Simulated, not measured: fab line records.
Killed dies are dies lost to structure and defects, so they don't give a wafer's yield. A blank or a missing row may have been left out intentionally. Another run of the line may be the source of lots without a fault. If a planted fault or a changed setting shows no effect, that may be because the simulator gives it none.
Struck lot and sound lot, side by side -- flow sky130 -- 23 steps out of a route of 708
Sound: wafers L327.2, L327.5, L327.6. Wafers struck: L329.1, L329.4, L329.6. At the end, the cause is stated.
Per side, at each step with rows, come the tool, then ch with its chambers, and then its first start. Under that, the readings that differ: sound wafers -- struck wafers -- difference of the means -- sigmas: that difference in standard deviations of wafers without a fault.
alike: readings with means less than 2 such deviations apart, plus words and numbers identical on both sides. not compared: withheld readings, readings lacking a value on some wafer, bounds such as >300 that could conceal the same value, and numbers that have no deviation in the record and whose values overlap.
A row with sigmas, a row that says differs or no value, or rows on one side alone: a step with any of these is where the two part. Numbers that have no deviation but don't overlap get no sigmas and don't part them. A reading that every wafer of one side lacks parts them only if that side has two wafers or more.

first, 1 step without rows for these wafers: SKY_SONOS_ONO_DEVELOP_12 (develop time 60 s).
SKY_SONOS_ONO_CD_MEAS_13 targets a cd of 410 nm.
  sound on cd sem-02, day 14 00:13; struck on cd sem-02, day 14 16:42
  alike: cd nm
SKY_SONOS_ONO_OVL_MEAS_14:
  sound on overlay-02, day 14 00:19; struck on overlay-01, day 14 16:49
  alike: SONOS_ONO_OVL
SKY_SONOS_ONO_ETCH_15: etches the open film in CHF3/O2, target depth 19.52 nm, time 7.8 s.
  sound on rie diel-03 ch 0,3, day 14 00:21; struck on rie diel-04 ch 1,3, day 14 16:52
  alike: chf3 flow sccm, drypump motor current A, oes product au, throttle valve pct
  not compared: rf hours counter h
then, 1 step without rows for these wafers: SKY_SONOS_ONO_WET_ETCH_16 (etches SiO2 in dHF, target depth 14 nm, time 280 s).
SKY_SONOS_ONO_STRIP_17: strips in O2/N2.
  sound on plasma asher-03 ch 0,1, day 14 00:28; struck on plasma asher-01 ch 0,1, day 14 16:58
  alike: drypump motor current A, oes product au, strip time to endpoint s
  not compared: rf hours counter h
then, 3 steps without rows for these wafers: SKY_SONOS_ONO_WET_ETCH_18 (etches Si3N4 in H3PO4, target depth 15 nm, time 172 s); SKY_GATE_OXIDE_CLEAN_00 (cleans in SC1/SC2, time 150 s); SKY_GATE_OXIDE_OXIDATION_01 (stabilise 600 s, purge 300 s, target thk 10.268 nm).
SKY_GATE_OXIDE_THK_MEAS_02:
  sound on film metro-02, day 14 02:29; struck on film metro-04, day 14 18:36
  alike: GATE_OXIDE_OXIDATION_00_THK
then, 2 steps without rows for these wafers: SKY_GATE_OXIDE_DEHYDRATE_03 (time 60 s); SKY_GATE_OXIDE_HMDS_04 (prime time 60 s).
SKY_GATE_OXIDE_COAT_05: resist thk 1140 nm.
  sound on litho track-02 ch 0, day 14 15:18; struck on litho track-02 ch 0, day 15 07:44
reading,sound,struck,difference,sigmas
model.NOVOLAK_of_GATE_OXIDE_COAT_05.thk nm (nm),1148 1144 1147,349.7 350.6 350.2,-796.2,
  alike: resist line temp C
then, 3 steps without rows for these wafers: SKY_GATE_OXIDE_SOFTBAKE_06 (time 60 s); SKY_GATE_OXIDE_EXPOSE_07 (exposes mask LVOM, target cd 600 nm); SKY_GATE_OXIDE_PEB_08.
SKY_GATE_OXIDE_DEVELOP_09: develop time 60 s.
  sound on litho track-01 ch 0, day 15 04:55; struck on litho track-02 ch 0, day 15 21:11
reading,sound,struck,difference,sigmas
developer temp C (C),23.12 22.96 22.99,22.83 22.86 22.79,-0.20,-2
model.NOVOLAK_of_GATE_OXIDE_COAT_05.thk nm (nm),1147 1144 1146,349.3 350.2 349.8,-795.9,
  alike: resist line temp C
SKY_GATE_OXIDE_OVL_MEAS_10:
  sound on overlay-01, day 15 05:03; struck on overlay-01, day 15 21:20
  alike: GATE_OXIDE_OVL
then, 2 steps without rows for these wafers: SKY_GATE_OXIDE_IMPLANT_11; SKY_GATE_OXIDE_WET_ETCH_12 (etches SiO2 in dHF, target depth 16.8 nm, time 336 s).
SKY_GATE_OXIDE_STRIP_13: strips in O2/N2.
  sound on plasma asher-04 ch 0,1, day 15 05:20; struck on plasma asher-02 ch 0,1, day 15 21:37
reading,sound,struck,difference,sigmas
oes product au (a.u.),0.713 0.716 0.715,0.432 0.439 0.437,-0.279,-59
strip time to endpoint s (s),14.28 14.23 14.26,4.80 4.78 4.78,-9.47,-99 or more
  alike: drypump motor current A
  not compared: rf hours counter h
SKY_GATE_OXIDE_TW_MEAS_14:
  sound on film metro-01, day 15 05:26; struck on film metro-04, day 15 21:43
reading,sound,struck,difference,sigmas
GATE_OXIDE_TW,230 231 231,221 221 223,-9,-3
-- a jump in the record: the struck wafers' starts before and after are 31 days apart (it breaks off in module GATE_OXIDE and resumes in module PAD_OPEN, where the first step shown is number 708 of the route) --
SKY_PAD_OPEN_PROBE_99:
  sound on prober-02, day 47 00:46; struck on prober-02, day 47 08:52
reading,sound,struck,difference,sigmas
killed at front end,8 10 7,363 355 365,+353,+77
killed dies,91 78 77,429 432 434,+350,+37
killed on rim,19 11 13,96 96 94,+81,+21
  alike: killed_at_M0_to_M3, killed_at_M4_up, killed at contacts, killed at other, killed open, killed short

== WHERE THEY PART ==
Last at SKY_PAD_OPEN_PROBE_99 as far as this record goes, first at SKY_GATE_OXIDE_DEVELOP_09.

WHY: whatever the simulator had introduced
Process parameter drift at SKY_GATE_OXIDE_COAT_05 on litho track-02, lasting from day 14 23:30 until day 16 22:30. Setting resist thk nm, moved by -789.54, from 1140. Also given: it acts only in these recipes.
